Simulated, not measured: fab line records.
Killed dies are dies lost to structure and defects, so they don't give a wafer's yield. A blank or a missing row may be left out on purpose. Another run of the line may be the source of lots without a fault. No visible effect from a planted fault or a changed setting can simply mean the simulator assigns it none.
fab line records | flow sky130
record lots=5 wafers=23
route steps=708 shown LI_CONTACT@383 CONTACT@408 METAL1@437 VIA1@458 METAL2@485
start-h: start of the lot's first displayed wafer, in hours after the record's first day | wait-h: time in hours since the lot's previous step | " the same as in the row above | L1.1+2: several wafers, shown together as one row | - no value, or no start given | * or withheld: withheld | < > ~ a bound
route shown NAME@n: names a module that has steps shown in the file, with the first one's number in the route | usual: mean/standard deviation taken from wafers without a fault | same: alike in all rows | chamber/n: place in a boat | sites: readings site by site | _std_site: the standard deviation of these | _edge_site: outer sites' mean less inner sites' | radius-mm: for every site, how far away it sits from the centre of the wafer | mask NAME#n: copy n | behind: the most recent tool/chamber to have shaped the wafer | hold: why the lot was held/for how many hours/how that ended | device: whichever transistor did not switch (one of n, p or np) | end of line: at the end of the route, the tests of the same wafers | a step with no rows: only its recipe | killed: at the first sort, the dies lost to defects and structure; wafer yield is something else | map: dies across one wafer; x = killed, . = not, _ = none there
set.NAME: the run value of the setting; set.NAME@STEP: its run value at that earlier step | model.NAME: the simulator's own value behind a step, which no gauge read
lots whose settings were changed on purpose; a table a step, a row a wafer
## steps
# step SKY_LI_CONTACT_CVD_21
# recipe material=W target-thk-nm=400 time-s=120.56 temp-c=400 pressure-torr=40
# columns lot.wafer tool chamber start-h wait-h set.temp-c model.W_of_LI_CONTACT_CVD_21.thk-nm
L074.1 cvd-w-02 1 757.32 0.0 400 395.4
L074.2 " 0 " " 400 393.8
L074.4 " 0 " " 400 394.5
L074.5 " 1 " " 400 395.5
L074.6 " 0 " " 400 397.6
L077.1 cvd-w-02 1 760.11 0.0 400 392.9
L077.2 " 0 " " 400 390.2
L077.3 " 0 " " 400 393.8
L077.4 " 1 " " 400 390.1
L077.6 " 1 " " 400 396.5
L083.4 cvd-w-01 1 760.55 0.1 400 403.1
L083.5 " 0 " " 400 398.1
L083.6 " 1 " " 400 401.7
L081.1 cvd-w-02 1 760.69 0.0 392.3 344.8
L081.2 " 0 " " 392.3 349.8
L081.4 " 1 " " 400 400.4
L081.5 " 0 " " 400 394.8
L081.6 " 1 " " 392.3 345
L085.1 cvd-w-02 1 835.57 0.0 411.1 477.9
L085.2 " 0 " " 400 393.8
L085.3 " 0 " " 400 397.5
L085.4 " 1 " " 411.1 478.5
L085.6 " 1 " " 411.1 481.5
# step SKY_LI_CONTACT_RS_MEAS_22
# recipe thk-meas-gauge=four-point-probe reads=W_of_LI_CONTACT_CVD_21+TiN_of_LI_CONTACT_SPUTTER_20+Ti_of_LI_CONTACT_SPUTTER_19
# usual LI_CONTACT_W_RS=0.2871/0.0023
# columns lot.wafer tool chamber start-h wait-h set.temp-c@LI_CONTACT_CVD_21 LI_CONTACT_W_RS[ohm/sq]
L074.1 film-metro-04 - 757.44 0.1 400 0.2879
L074.2 " - " " 400 0.2893
L074.4 " - " " 400 0.2882
L074.5 " - " " 400 0.2877
L074.6 " - " " 400 0.2860
L077.1 film-metro-01 - 760.23 0.1 400 0.2895
L077.2 " - " " 400 0.2918
L077.3 " - " " 400 0.2886
L077.4 " - " " 400 0.2910
L077.6 " - " " 400 0.2870
L083.4 film-metro-03 - 760.69 0.1 400 0.2823
L083.5 " - " " 400 0.2856
L083.6 " - " " 400 0.2833
L081.1 film-metro-01 - 760.81 0.1 392.3 0.3299
L081.2 " - " " 392.3 0.3254
L081.4 " - " " 400 0.2840
L081.5 " - " " 400 0.2880
L081.6 " - " " 392.3 0.3295
L085.1 film-metro-01 - 835.69 0.1 411.1 0.2379
L085.2 " - " " 400 0.2888
L085.3 " - " " 400 0.2858
L085.4 " - " " 411.1 0.2376
L085.6 " - " " 411.1 0.2358
# step SKY_LI_CONTACT_THK_MEAS_23
# recipe thk-meas-gauge=xrf reads=W_of_LI_CONTACT_CVD_21
# usual LI_CONTACT_W_THK=382/4.8
# columns lot.wafer tool chamber start-h wait-h set.temp-c@LI_CONTACT_CVD_21 LI_CONTACT_W_THK[nm]
L074.1 film-metro-04 - 757.56 0.1 400 386
L074.2 " - " " 400 381
L074.4 " - " " 400 382
L074.5 " - " " 400 385
L074.6 " - " " 400 386
L077.1 film-metro-01 - 760.35 0.1 400 374
L077.2 " - " " 400 374
L077.3 " - " " 400 375
L077.4 " - " " 400 375
L077.6 " - " " 400 378
L083.4 film-metro-03 - 760.78 0.1 400 392
L083.5 " - " " 400 385
L083.6 " - " " 400 389
L081.1 film-metro-01 - 760.93 0.1 392.3 329
L081.2 " - " " 392.3 334
L081.4 " - " " 400 382
L081.5 " - " " 400 378
L081.6 " - " " 392.3 332
L085.1 film-metro-01 - 835.81 0.1 411.1 456
L085.2 " - " " 400 378
L085.3 " - " " 400 383
L085.4 " - " " 411.1 452
L085.6 " - " " 411.1 455
# step SKY_CONTACT_HDPCVD_02
# recipe material=SiO2 target-thk-nm=565 sigma-open-frac=0.3 time-s=94.2 temp-c=600 sih4-flow-sccm=60 pressure-mtorr=6
# columns lot.wafer tool chamber start-h wait-h set.time-s
L074.1+2+4+5+6 hdpcvd-02 0,2,1,0,2 784.63 0.1 94.2
L077.1+2+3+4+6 hdpcvd-01 2,0,1,0,1 787.60 0.1 94.2
L083.4+5+6 hdpcvd-02 0,1,2 788.02 0.1 94.2
L081.1+5+6 hdpcvd-01 2,0,2 788.10 0.1 94.2
L081.2+4 " 0,1 " " 84.96
L085.1+3+4 hdpcvd-01 1,0,2 861.51 0.1 94.2
L085.2+6 " 2,0 " " 99.35
# step SKY_CONTACT_THK_MEAS_03
# recipe reads=SiO2_of_CONTACT_HDPCVD_02
# usual CONTACT_HDPCVD_THK=566/7.2
# columns lot.wafer tool chamber start-h wait-h set.time-s@CONTACT_HDPCVD_02 CONTACT_HDPCVD_THK[nm]
L074.1 film-metro-02 - 784.70 0.0 94.2 571
L074.2 " - " " 94.2 549
L074.4 " - " " 94.2 568
L074.5 " - " " 94.2 569
L074.6 " - " " 94.2 547
L077.1 film-metro-01 - 787.67 0.0 94.2 561
L077.2 " - " " 94.2 567
L077.3 " - " " 94.2 562
L077.4 " - " " 94.2 563
L077.6 " - " " 94.2 563
L083.4 film-metro-02 - 788.09 0.0 94.2 572
L083.5 " - " " 94.2 573
L083.6 " - " " 94.2 558
L081.1 film-metro-01 - 788.16 0.0 94.2 574
L081.2 " - " " 84.96 512
L081.4 " - " " 84.96 509
L081.5 " - " " 94.2 570
L081.6 " - " " 94.2 563
L085.1 film-metro-03 - 861.58 0.0 94.2 553
L085.2 " - " " 99.35 595
L085.3 " - " " 94.2 566
L085.4 " - " " 94.2 566
L085.6 " - " " 99.35 598
# step SKY_CONTACT_CMP_04
# recipe material=SiO2 down-force-psi=4 platen-rpm=60 pad-velocity-m-s=0.94248
# usual time-to-endpoint-s=78/3.7
# columns lot.wafer tool chamber start-h wait-h set.time-s@CONTACT_HDPCVD_02 time-to-endpoint-s
L074.4 cmp-01 2 784.76 0.0 94.2 80
L074.2 " 3 " " 94.2 71
L074.1 " 0 " " 94.2 79
L074.5 " 2 " " 94.2 79
L074.6 " 3 " " 94.2 70
L077.3 cmp-02 0 787.73 0.0 94.2 75
L077.4 " 1 " " 94.2 72
L077.2 " 2 " " 94.2 75
L077.1 " 3 " " 94.2 76
L077.6 " 1 " " 94.2 74
L083.4 cmp-02 0 788.17 0.1 94.2 79
L083.6 " 3 " " 94.2 74
L083.5 " 0 " " 94.2 81
L081.4 cmp-02 3 788.47 0.3 84.96 58
L081.2 " 0 " " 84.96 57
L081.1 " 1 " " 94.2 76
L081.6 " 2 " " 94.2 75
L081.5 " 3 " " 94.2 80
L085.4 cmp-01 0 861.90 0.3 94.2 77
L085.1 " 1 " " 94.2 80
L085.2 " 2 " " 99.35 96
L085.3 " 3 " " 94.2 84
L085.6 " 0 " " 99.35 91
# step SKY_CONTACT_COAT_08
# recipe resist=BARC temp-c=withheld time-s=withheld spin-rpm=3000 resist-thk-nm=60
# columns lot.wafer tool chamber start-h wait-h set.resist-thk-nm
L074.1+2+5 litho-track-03 0 795.89 0.1 60
L074.4+6 " 0 " " 56.95
L077.1+2 litho-track-03 0 800.64 0.1 60
L077.3+4+6 " 0 " " 56.7
L083.4+5+6 litho-track-01 0 801.95 0.1 60
L081.1+2+4+5+6 litho-track-03 0 802.59 0.1 60
L085.1+6 litho-track-01 0 873.27 0.1 60
L085.2+3+4 " 0 " " 56.89
# step SKY_CONTACT_COAT_09
# recipe resist=KrF-thick spin-rpm=3000 resist-thk-nm=450
# step SKY_CONTACT_SOFTBAKE_10
# recipe temp-c=100 time-s=90 resist=KrF-thick
# step SKY_CONTACT_ETCH_16
# recipe chemistry=N2/H2 target=BARC ion-energy-ev=200 source-w=500 bias-w=100 pressure-mtorr=30 n2-flow-sccm=100 h2-flow-sccm=200 stop-on=SiO2 time-s=45.9 target-depth-a=600
# usual oes-product-au=0.853/0.0039
# columns lot.wafer tool chamber start-h wait-h set.resist-thk-nm@CONTACT_COAT_08 oes-product-au model.etch.depth-nm
L074.1 rie-diel-04 1 810.04 0.0 60 0.851 -
L074.2 " 2 " " 60 0.857 -
L074.4 " 1 " " 56.95 0.825 -
L074.5 " 2 " " 60 0.857 60.33
L074.6 " 0 " " 56.95 0.827 56.89
L077.1 rie-diel-03 3 813.34 0.0 60 0.849 -
L077.2 " 1 " " 60 0.852 59.8
L077.3 " 0 " " 56.7 0.822 -
L077.4 " 3 " " 56.7 0.830 56.6
L077.6 " 0 " " 56.7 0.830 -
L083.4 rie-diel-02 1 813.78 0.0 60 0.857 59.94
L083.5 " 2 " " 60 0.850 59.85
L083.6 " 1 " " 60 0.852 59.83
L081.1 rie-diel-03 0 814.31 0.0 60 0.853 60.08
L081.2 " 1 " " 60 0.857 -
L081.4 " 1 " " 60 0.855 -
L081.5 " 3 " " 60 0.853 60.01
L081.6 " 0 " " 60 0.852 -
L085.1 rie-diel-04 0 888.56 0.0 60 0.846 -
L085.2 " 1 " " 56.89 0.824 56.67
L085.3 " 3 " " 56.89 0.824 -
L085.4 " 2 " " 56.89 0.827 -
L085.6 " 3 " " 60 0.851 59.95
# step SKY_METAL1_SPUTTER_03
# recipe material=Ti target-thk-nm=5 power-w=3000 time-s=3.3 chamber-pressure-pa=0.4
# columns lot.wafer tool chamber start-h wait-h set.power-w model.Ti_of_METAL1_SPUTTER_03.thk-nm
L074.1 pvd-sputter-03 - 811.50 0.0 3301 5.609
L074.2 " - " " 3301 5.359
L074.4 " - " " 3301 5.508
L074.5 " - " " 3000 5.06
L074.6 " - " " 3000 4.926
L077.1 pvd-sputter-03 - 814.80 0.0 3000 4.994
L077.2 " - " " 3123 5.139
L077.3 " - " " 3123 5.192
L077.4 " - " " 3000 5.017
L077.6 " - " " 3000 4.928
L083.4 pvd-sputter-01 - 815.38 0.0 3000 4.731
L083.5 " - " " 3000 4.894
L083.6 " - " " 3000 4.707
L081.1 pvd-sputter-03 - 815.80 0.0 3000 5.103
L081.2 " - " " 2802 4.584
L081.4 " - " " 2802 4.701
L081.5 " - " " 3000 5.033
L081.6 " - " " 2802 4.796
L085.1 pvd-sputter-04 - 890.01 0.0 3000 5.096
L085.2 " - " " 3000 5.194
L085.3 " - " " 3000 5.019
L085.4 " - " " 3000 5.145
L085.6 " - " " 3000 5.154
# step SKY_METAL1_METAL_ETCH_19
# recipe target-depth-a=3600 stop-on=SiO2 over-etch-frac=0.3 time-s=78 chemistry=Cl2/BCl3 resist-sidewall-deg=88 pressure-mtorr=10 icp-w=900 bias-w=48.5 Cl2_flow_sccm=60 bcl3-flow-sccm=30
# usual oes-product-au=0.852/0.0052
# columns lot.wafer tool chamber start-h wait-h set.over-etch-frac oes-product-au model.KrF-thick_of_METAL1_COAT_10.thk-nm
L074.1 rie-metal-03 0 837.48 0.0 0.3763 0.833 -
L074.2 " 1 " " 0.3 0.858 -
L074.4 " 1 " " 0.3 0.861 -
L074.5 " 0 " " 0.3763 0.830 155.7
L074.6 " 1 " " 0.3763 0.828 152.3
L077.1 rie-metal-04 0 840.71 0.0 0.3 0.852 171.8
L077.2 " 1 " " 0.2613 0.871 176.8
L077.3 " 1 " " 0.2613 0.867 177.5
L077.4 " 0 " " 0.3 0.850 168.9
L077.6 " 0 " " 0.2613 0.872 178.6
L083.4 rie-metal-03 0 841.69 0.1 0.3 0.854 168.8
L083.5 " 0 " " 0.3 0.854 171
L083.6 " 1 " " 0.3 0.848 166.4
L081.1 rie-metal-02 1 841.75 0.0 0.3 0.864 166.9
L081.2 " 0 " " 0.3732 0.822 -
L081.4 " 0 " " 0.3 0.850 -
L081.5 " 1 " " 0.3732 0.826 154
L081.6 " 0 " " 0.3732 0.822 -
L085.1 rie-metal-02 0 914.96 0.1 0.3 0.847 167.3
L085.2 " 1 " " 0.3 0.851 164
L085.3 " 0 " " 0.3 0.857 166
L085.4 " 1 " " 0.3 0.856 164.4
L085.6 " 1 " " 0.3 0.845 166.1
# step SKY_METAL1_STRIP_20
# recipe chemistry=O2/N2 power-w=1400 pressure-mtorr=1500 platen-temp-c=withheld o2-flow-sccm=3000 n2-flow-sccm=300 overash-fraction=0.5
# usual strip-time-to-endpoint-s=2.80/0.03
# columns lot.wafer tool chamber start-h wait-h set.over-etch-frac@METAL1_METAL_ETCH_19 strip-time-to-endpoint-s
L074.1 plasma-asher-04 1 837.57 0.1 0.3763 2.65
L074.2 " 0 " " 0.3 2.76
L074.4 " 1 " " 0.3 2.76
L074.5 " 0 " " 0.3763 2.67
L074.6 " 1 " " 0.3763 2.62
L077.1 plasma-asher-04 0 840.80 0.1 0.3 2.83
L077.2 " 1 " " 0.2613 2.90
L077.3 " 0 " " 0.2613 2.90
L077.4 " 1 " " 0.3 2.81
L077.6 " 1 " " 0.2613 2.93
L083.4 plasma-asher-04 0 841.78 0.1 0.3 2.80
L083.5 " 0 " " 0.3 2.82
L083.6 " 1 " " 0.3 2.78
L081.1 plasma-asher-03 0 841.84 0.1 0.3 2.78
L081.2 " 1 " " 0.3732 2.65
L081.4 " 0 " " 0.3 2.77
L081.5 " 1 " " 0.3732 2.63
L081.6 " 0 " " 0.3732 2.66
L085.1 plasma-asher-03 0 915.08 0.1 0.3 2.79
L085.2 " 1 " " 0.3 2.74
L085.3 " 1 " " 0.3 2.77
L085.4 " 0 " " 0.3 2.76
L085.6 " 1 " " 0.3 2.77
# step SKY_VIA1_HDPCVD_00
# recipe material=SiO2 target-thk-nm=1030 sigma-open-frac=0.3 time-s=171.7 temp-c=400 sih4-flow-sccm=60 pressure-mtorr=6
# columns lot.wafer tool chamber start-h wait-h set.sih4-flow-sccm model.SiO2_of_VIA1_HDPCVD_00.thk-nm
L074.1 hdpcvd-02 0 838.16 0.0 52.49 915.2
L074.2 " 1 " " 60 1032
L074.4 " 0 " " 60 1038
L074.5 " 2 " " 52.49 914.1
L074.6 " 1 " " 60 1030
L077.1+3 hdpcvd-02 1,0 841.39 0.0 65.43 -
L077.2 " 2 " " 60 1040
L077.4 " 0 " " 65.43 1128
L077.6 " 2 " " 60 -
L083.4 hdpcvd-01 1 842.39 0.1 60 1036
L083.5 " 0 " " 60 1047
L083.6 " 1 " " 60 1042
L081.1 hdpcvd-02 2 842.43 0.0 66.27 1142
L081.2+6 " 1 " " 66.27 -
L081.4 " 2 " " 60 1035
L081.5 " 0 " " 60 1042
L085.1+3 hdpcvd-01 2 915.67 0.0 55.81 -
L085.2 " 1 " " 60 1018
L085.4 " 1 " " 60 -
L085.6 " 2 " " 60 1013
# step SKY_VIA1_THK_MEAS_01
# recipe reads=SiO2_of_VIA1_HDPCVD_00
# usual VIA1_HDPCVD_THK=1030/8.7
# columns lot.wafer tool chamber start-h wait-h set.sih4-flow-sccm@VIA1_HDPCVD_00 VIA1_HDPCVD_THK[nm]
L074.1 film-metro-01 - 838.27 0.1 52.49 916
L074.2 " - " " 60 1032
L074.4 " - " " 60 1038
L074.5 " - " " 52.49 915
L074.6 " - " " 60 1031
L077.1 film-metro-01 - 841.58 0.1 65.43 1112
L077.2 " - " " 60 1040
L077.3 " - " " 65.43 1138
L077.4 " - " " 65.43 1129
L077.6 " - " " 60 1047
L083.4 film-metro-01 - 842.54 0.1 60 1036
L083.5 " - " " 60 1047
L083.6 " - " " 60 1042
L081.1 film-metro-03 - 842.56 0.1 66.27 1141
L081.2 " - " " 66.27 1136
L081.4 " - " " 60 1035
L081.5 " - " " 60 1042
L081.6 " - " " 66.27 1134
L085.1 film-metro-01 - 915.84 0.1 55.81 952
L085.2 " - " " 60 1017
L085.3 " - " " 55.81 945
L085.4 " - " " 60 1014
L085.6 " - " " 60 1013
# step SKY_VIA1_ETCH_15
# recipe target=SiO2 chemistry=C4F8/O2/Ar target-depth-nm=351 stop-on=TiN mask-material=KrF-thick source-w=1500 bias-w=1200 pressure-mtorr=40 c4f8-flow-sccm=withheld O2_flow_sccm=6 Ar_flow_sccm=300 time-s=54
# columns lot.wafer tool chamber start-h wait-h set.bias-w model.etch.depth-nm
L074.1+2 rie-diel-03 3,2 863.80 0.0 1070 -
L074.4 " 3 " " 1200 -
L074.5 " 2 " " 1200 346.4
L074.6 " 0 " " 1200 344.1
L077.1+3+6 rie-diel-02 3,0,0 866.65 0.0 1200 -
L077.2 " 1 " " 1200 345.7
L077.4 " 2 " " 1200 346.4
L083.4 rie-diel-01 1 868.27 0.0 1200 344.8
L083.5 " 2 " " 1200 343.4
L083.6 " 1 " " 1200 345.9
L081.1 rie-diel-03 0 868.40 0.0 1200 346.4
L081.2 " 3 " " 1061 -
L081.4+6 " 3,2 " " 1200 -
L081.5 " 0 " " 1061 340.3
L085.1+4 rie-diel-01 0,3 940.15 0.0 1200 -
L085.2 " 2 " " 1200 343.6
L085.3 " 1 " " 1058 -
L085.6 " 3 " " 1058 335.8
# step SKY_METAL2_SPUTTER_02
# recipe material=AlCu target-thk-nm=250 power-w=10600 time-s=13.3 chamber-pressure-pa=0.4
# columns lot.wafer tool chamber start-h wait-h set.power-w model.AlCu_of_METAL2_SPUTTER_02.thk-nm
L074.1 pvd-sputter-03 - 865.14 0.0 10600 248.1
L074.2 " - " " 10600 252.1
L074.4 " - " " 10600 251.1
L074.5 " - " " 10600 250.9
L074.6 " - " " 10600 254.1
L077.1 pvd-sputter-03 - 868.11 0.0 9441 222.1
L077.2 " - " " 10600 249
L077.3 " - " " 9441 222.2
L077.4 " - " " 10600 245.4
L077.6 " - " " 9441 224.7
L083.4 pvd-sputter-04 - 869.61 0.0 10600 253.6
L083.5 " - " " 10600 252.7
L083.6 " - " " 10600 254
L081.1 pvd-sputter-03 - 870.07 0.0 10600 254.3
L081.2 " - " " 9916 233.8
L081.4 " - " " 10600 253.4
L081.5 " - " " 10600 253.1
L081.6 " - " " 9916 232.5
L085.1 pvd-sputter-04 - 941.48 0.0 11140 264.2
L085.2 " - " " 10600 252.1
L085.3 " - " " 11140 263.4
L085.4 " - " " 11140 265.6
L085.6 " - " " 10600 249.8
# step SKY_METAL2_SPUTTER_03
# recipe material=Ti target-thk-nm=5 power-w=3000 time-s=3.3 chamber-pressure-pa=0.4
# step SKY_METAL2_SPUTTER_04
# recipe material=TiN target-thk-nm=70 power-w=6500 time-s=58.3 chamber-pressure-pa=0.4
# step SKY_METAL2_RS_MEAS_05
# recipe thk-meas-gauge=four-point-probe reads=TiN_of_METAL2_SPUTTER_04+Ti_of_METAL2_SPUTTER_03+AlCu_of_METAL2_SPUTTER_02+TiN_of_METAL2_SPUTTER_01+Ti_of_METAL2_SPUTTER_00
# usual METAL2_ALCU_RS=0.1261/0.0012
# columns lot.wafer tool chamber start-h wait-h set.power-w@METAL2_SPUTTER_02 METAL2_ALCU_RS[ohm/sq]
L074.1 film-metro-02 - 865.23 0.0 10600 0.1280
L074.2 " - " " 10600 0.1259
L074.4 " - " " 10600 0.1263
L074.5 " - " " 10600 0.1266
L074.6 " - " " 10600 0.1249
L077.1 film-metro-02 - 868.24 0.1 9441 0.1436
L077.2 " - " " 10600 0.1275
L077.3 " - " " 9441 0.1435
L077.4 " - " " 10600 0.1294
L077.6 " - " " 9441 0.1416
L083.4 film-metro-01 - 869.76 0.1 10600 0.1246
L083.5 " - " " 10600 0.1250
L083.6 " - " " 10600 0.1246
L081.1 film-metro-02 - 870.16 0.0 10600 0.1243
L081.2 " - " " 9916 0.1358
L081.4 " - " " 10600 0.1254
L081.5 " - " " 10600 0.1254
L081.6 " - " " 9916 0.1367
L085.1 film-metro-02 - 941.57 0.0 11140 0.1199
L085.2 " - " " 10600 0.1260
L085.3 " - " " 11140 0.1202
L085.4 " - " " 11140 0.1192
L085.6 " - " " 10600 0.1269
# step SKY_METAL2_THK_MEAS_06
# recipe thk-meas-gauge=xrf reads=AlCu_of_METAL2_SPUTTER_02
# usual METAL2_ALCU_THK=247.7/2.7
# columns lot.wafer tool chamber start-h wait-h set.power-w@METAL2_SPUTTER_02 METAL2_ALCU_THK[nm]
L074.1 film-metro-02 - 865.35 0.1 10600 243.9
L074.2 " - " " 10600 248.5
L074.4 " - " " 10600 248.2
L074.5 " - " " 10600 246.2
L074.6 " - " " 10600 251.0
L077.1 film-metro-02 - 868.36 0.1 9441 218.3
L077.2 " - " " 10600 245.1
L077.3 " - " " 9441 219.7
L077.4 " - " " 10600 241.3
L077.6 " - " " 9441 220.4
L083.4 film-metro-01 - 869.85 0.1 10600 249.6
L083.5 " - " " 10600 253.0
L083.6 " - " " 10600 251.8
L081.1 film-metro-02 - 870.28 0.1 10600 249.6
L081.2 " - " " 9916 229.5
L081.4 " - " " 10600 248.6
L081.5 " - " " 10600 249.6
L081.6 " - " " 9916 227.0
L085.1 film-metro-02 - 941.69 0.1 11140 256.9
L085.2 " - " " 10600 246.4
L085.3 " - " " 11140 258.1
L085.4 " - " " 11140 260.1
L085.6 " - " " 10600 243.0
## key
split step=SKY_LI_CONTACT_CVD_21 setting=temp-c stated=400 by=wafer
response step=SKY_LI_CONTACT_CVD_21 reading=model.W_of_LI_CONTACT_CVD_21.thk-nm change=+29 per=1% r=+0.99
response step=SKY_LI_CONTACT_RS_MEAS_22 reading=LI_CONTACT_W_RS change=-0.0194 per=1% r=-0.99
response step=SKY_LI_CONTACT_THK_MEAS_23 reading=LI_CONTACT_W_THK change=+26 per=1% r=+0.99
split step=SKY_CONTACT_HDPCVD_02 setting=time-s stated=94.2 by=wafer
response step=SKY_CONTACT_THK_MEAS_03 reading=CONTACT_HDPCVD_THK change=+6.08 per=1% r=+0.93
response step=SKY_CONTACT_CMP_04 reading=time-to-endpoint-s change=* per=1% r=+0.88
split step=SKY_CONTACT_COAT_08 setting=resist-thk-nm stated=60 by=wafer
response step=SKY_CONTACT_ETCH_16 reading=oes-product-au change=+0.00481 per=1% r=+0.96
response step=SKY_CONTACT_ETCH_16 reading=model.etch.depth-nm change=+0.628 per=1% r=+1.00
split step=SKY_METAL1_SPUTTER_03 setting=power-w stated=3000 by=wafer
response step=SKY_METAL1_SPUTTER_03 reading=model.Ti_of_METAL1_SPUTTER_03.thk-nm change=+0.0512 per=1% r=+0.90
split step=SKY_METAL1_METAL_ETCH_19 setting=over-etch-frac stated=0.3 by=wafer
response step=SKY_METAL1_METAL_ETCH_19 reading=oes-product-au change=-0.00129 per=1% r=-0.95
response step=SKY_METAL1_METAL_ETCH_19 reading=model.KrF-thick_of_METAL1_COAT_10.thk-nm change=-0.542 per=1% r=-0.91
response step=SKY_METAL1_STRIP_20 reading=strip-time-to-endpoint-s change=* per=1% r=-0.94
split step=SKY_VIA1_HDPCVD_00 setting=sih4-flow-sccm stated=60 by=wafer
response step=SKY_VIA1_HDPCVD_00 reading=model.SiO2_of_VIA1_HDPCVD_00.thk-nm change=+9.63 per=1% r=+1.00
response step=SKY_VIA1_THK_MEAS_01 reading=VIA1_HDPCVD_THK change=+9.37 per=1% r=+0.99
split step=SKY_VIA1_ETCH_15 setting=bias-w stated=1200 by=wafer
response step=SKY_VIA1_ETCH_15 reading=model.etch.depth-nm change=+0.596 per=1% r=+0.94
split step=SKY_METAL2_SPUTTER_02 setting=power-w stated=10600 by=wafer
response step=SKY_METAL2_SPUTTER_02 reading=model.AlCu_of_METAL2_SPUTTER_02.thk-nm change=+2.48 per=1% r=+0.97
response step=SKY_METAL2_RS_MEAS_05 reading=METAL2_ALCU_RS change=-0.00141 per=1% r=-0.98
response step=SKY_METAL2_THK_MEAS_06 reading=METAL2_ALCU_THK change=+2.48 per=1% r=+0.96
